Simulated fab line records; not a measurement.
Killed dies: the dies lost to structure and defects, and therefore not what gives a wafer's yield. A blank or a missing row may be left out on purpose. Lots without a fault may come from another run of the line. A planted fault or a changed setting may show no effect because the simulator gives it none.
Matching of chambers | flow gf180mcu | GF_CONTACT_ETCH_17 on rie_diel-01: 4 sister chambers
The step etches SiO2 in C4F8/O2/Ar, stops on CoSi2, target depth 860 nm. 4 wafers are shown with their chamber, then 8 later ones without.

## EACH WAFER AND ITS CHAMBER
wafer  | chamber | oes_product_au (a.u.)
L671.2 | 1       | 0.814
L672.5 | 3       | 0.818
L672.6 | 0       | 0.807
L681.1 | 2       | 0.824

## WAFERS WITH NO CHAMBER GIVEN
wafer  | oes_product_au (a.u.)
L681.4 | 0.814
L681.6 | 0.818
L682.3 | 0.820
L682.4 | 0.806
L682.5 | 0.815
L683.2 | 0.814
L683.4 | 0.810
L683.5 | 0.812

## WHICH CHAMBER EACH WENT THROUGH
wafer  | from the rows above     | in truth
L681.4 | 1                       | 1
L681.6 | 3                       | 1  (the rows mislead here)
L682.3 | can't be placed: 3 or 2 | 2
L682.4 | 0                       | 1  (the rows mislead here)
L682.5 | can't be placed: 1 or 3 | 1
L683.2 | 1                       | 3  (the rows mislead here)
L683.4 | can't be placed: 0 or 1 | 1
L683.5 | can't be placed: 1 or 0 | 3
Correctly placed: 1 of 8. These rows do not allow placing 4 (true chamber among the candidates in 3). Placed wrongly: 3.
How it was worked out, from the rows above alone: a wafer's distance from a chamber is the root of the sum, over the readings, of the square of ((its reading less the chamber's mean) divided by the reading's scatter). If the next closest chamber is less than 2 further off than the closest, the wafer can't be placed; otherwise it belongs to the closest. Each chamber's mean is taken over the wafers shown for it. The scatter: root of mean squared gap, hidden wafer to nearest shown wafer, with one shown wafer a chamber.
